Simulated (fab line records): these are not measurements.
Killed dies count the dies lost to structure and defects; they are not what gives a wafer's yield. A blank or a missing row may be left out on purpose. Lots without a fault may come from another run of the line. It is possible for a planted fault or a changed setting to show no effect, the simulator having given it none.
Split-lot study    flow sky130    23 wafers read from 5 lots, route of 708 steps

THE SPLIT
At SKY_POLY_CUT_COAT_03 (resist thk 450 nm), the setting resist_thk_nm was moved away from the recipe's 450 nm on 8 of the 23 wafers read, by -3.5% to +4.1%. All remaining wafers had this setting at the recipe value.

The split's own step is where the reading is taken.

THE READING
KrF-thick_of_POLY_CUT_COAT_03.thk_nm (the simulator's own value, which no gauge read), in nm, at SKY_POLY_CUT_COAT_03 (resist thk 450 nm). The file does not state a usual value for it. Average 449.8 nm, standard deviation 0.85 nm, over the 15 wafers here run with the recipe.

wafer   tool, chamber at the split  resist_thk_nm as run, nm  against the recipe  KrF-thick_of_POLY_CUT_COAT_03.thk_nm, nm  against lot-mates on the recipe
L076.2  litho_track-02, 0           434.3                     -3.5%               433.1                                     -15.8
L076.6  litho_track-02, 0           434.3                     -3.5%               433.1                                     -15.8
L076.3  litho_track-02, 0           434.3                     -3.5%               434.1                                     -14.8
L076.4  litho_track-02, 0           450                       recipe              449.1                                     -
L076.5  litho_track-02, 0           450                       recipe              448.7                                     -
L079.1  litho_track-02, 0           450                       recipe              450.1                                     -
L079.2  litho_track-02, 0           450                       recipe              449.2                                     -
L079.3  litho_track-02, 0           450                       recipe              449.2                                     -
L079.4  litho_track-02, 0           450                       recipe              450.3                                     -
L079.5  litho_track-02, 0           450                       recipe              449.3                                     -
L081.1  litho_track-03, 0           450                       recipe              450.7                                     -
L081.2  litho_track-03, 0           450                       recipe              451                                       -
L081.6  litho_track-03, 0           450                       recipe              451.5                                     -
L080.1  litho_track-02, 0           458.9                     +2.0%               459.4                                     +9.3
L080.5  litho_track-02, 0           458.9                     +2.0%               459.4                                     +9.3
L080.3  litho_track-02, 0           450                       recipe              449.5                                     -
L080.4  litho_track-02, 0           450                       recipe              450.7                                     -
L080.6  litho_track-02, 0           450                       recipe              450.1                                     -
L085.1  litho_track-02, 0           468.6                     +4.1%               467                                       +18.1
L085.2  litho_track-02, 0           450                       recipe              448.8                                     -
L085.4  litho_track-02, 0           450                       recipe              449                                       -
L085.5  litho_track-02, 0           468.6                     +4.1%               466.5                                     +17.6
L085.6  litho_track-02, 0           468.6                     +4.1%               468.4                                     +19.5

FIT RESULTS
A straight line over all 23 wafers: KrF-thick_of_POLY_CUT_COAT_03.thk_nm changes by +4.47 nm for each +1% of resist_thk_nm; r = +1.00; the points scatter about the line by 0.94 nm.
The same after taking each lot's own level away (the mean of its wafers on the recipe; 23 wafers): +4.46 nm for each +1%; r = +1.00; scatter 0.5 nm.
Per that fit: largest resist_thk_nm move, reading shift of 18 nm.
The lots' own levels span 448.90 to 451.07 nm, that is 2.6 times the standard deviation above.
The two slopes are in agreement: the lot-to-lot level therefore moves the slope only a little.
Check: with one of the wafers moved furthest among these (+4.1%) left out of the fit, the line predicts +18.6 nm for it against its lot-mates. Against them it came out at +18.1 nm.

OTHER SPLITS APPLIED TO THESE WAFERS
Other splits were also applied to these wafers ahead of the reading. Each is held against what the fit with the lots' levels taken away leaves over:
other split on the same wafers     wafers away from the commonest value  r with KrF-thick_of_POLY_CUT_COAT_03.thk_nm (lot level and that fit taken away)
SKY_POLY_GATE_EXPOSE_10 dose_mj    10                                    +0.00
SKY_LDD_N_COAT_02 spin_rpm         5                                     -0.30
SKY_LDD_N_SOFTBAKE_03 temp_c       4                                     -0.01
SKY_LDD_N_IMPLANT_13 energy_kev    4                                     -0.21
SKY_LDD_HVN_STRIP_09 power_w       9                                     -0.11
SKY_LDD_LDN_IMPLANT_11 energy_kev  7                                     -0.41

FILE'S OWN FIT
KrF-thick_of_POLY_CUT_COAT_03.thk_nm changes by +4.47 nm for each +1% of resist_thk_nm, r = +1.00.
